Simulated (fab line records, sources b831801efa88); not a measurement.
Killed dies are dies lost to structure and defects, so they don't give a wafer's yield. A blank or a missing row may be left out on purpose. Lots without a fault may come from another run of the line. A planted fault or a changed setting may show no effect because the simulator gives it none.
One fault seen from 2 desks | flow gf180mcu | each desk has only its own numbers; what lay behind them comes last

THE TOOL OWNER'S DESK: pecvd-04
The tool's own readings at GF_CONTACT_CVD_02 (deposits SiO2 from TEOS, target thk 860 nm, time 95.992 s): means of the sampled wafers that have a number, for each lot that ran on this tool. A lot is out of limits, marked OUT, if its mean lies more than 4 standard deviations from the usual mean; the brackets give that distance.
Columns: A = heater_power_w at GF_CONTACT_CVD_02, usual 635 W
lot  | first seen here | A
L358 | day 15 13:34    | 682
L359 | day 16 05:31    | 713
L365 | day 18 12:54    | 629
L366 | day 18 19:55    | 621
L368 | day 19 11:26    | 754
L369 | day 19 18:34    | 694
L378 | day 22 15:58    | 686
L379 | day 23 00:49    | 753
This desk's finding: nothing out of limits on any of the 8 lots.

THE METROLOGY DESK
What the gauges read, lot by lot, whatever tool the lot ran on: means of the sampled wafers that have a number. A lot is out of limits, marked OUT, if its mean lies more than 4 standard deviations from the usual mean; the brackets give that distance.
Columns: A = M5_OVL at GF_M5_OVL_MEAS_08, usual 3 nm
lot  | first seen here | A
L358 | day 26 19:56    | -1
L359 | day 27 17:59    | 4
L360 | day 27 19:44    | -2
L361 | day 27 21:58    | 8
L362 | day 28 08:38    | 1
L363 | day 28 14:28    | 7
L364 | day 29 05:32    | 3
L365 | day 29 10:16    | 4
L366 | day 29 14:10    | 4
L368 | day 30 06:41    | 10
L369 | day 30 08:40    | 1
L378 | day 32 18:04    | -8
L379 | day 32 20:08    | 9
L380 | day 33 11:13    | 11
This desk's finding: nothing out of limits on any of the 14 lots.

PUT TOGETHER
The tool owner's desk saw nothing out of limits.
The metrology desk saw nothing out of limits.

WHAT THE SIMULATOR HAD PUT IN
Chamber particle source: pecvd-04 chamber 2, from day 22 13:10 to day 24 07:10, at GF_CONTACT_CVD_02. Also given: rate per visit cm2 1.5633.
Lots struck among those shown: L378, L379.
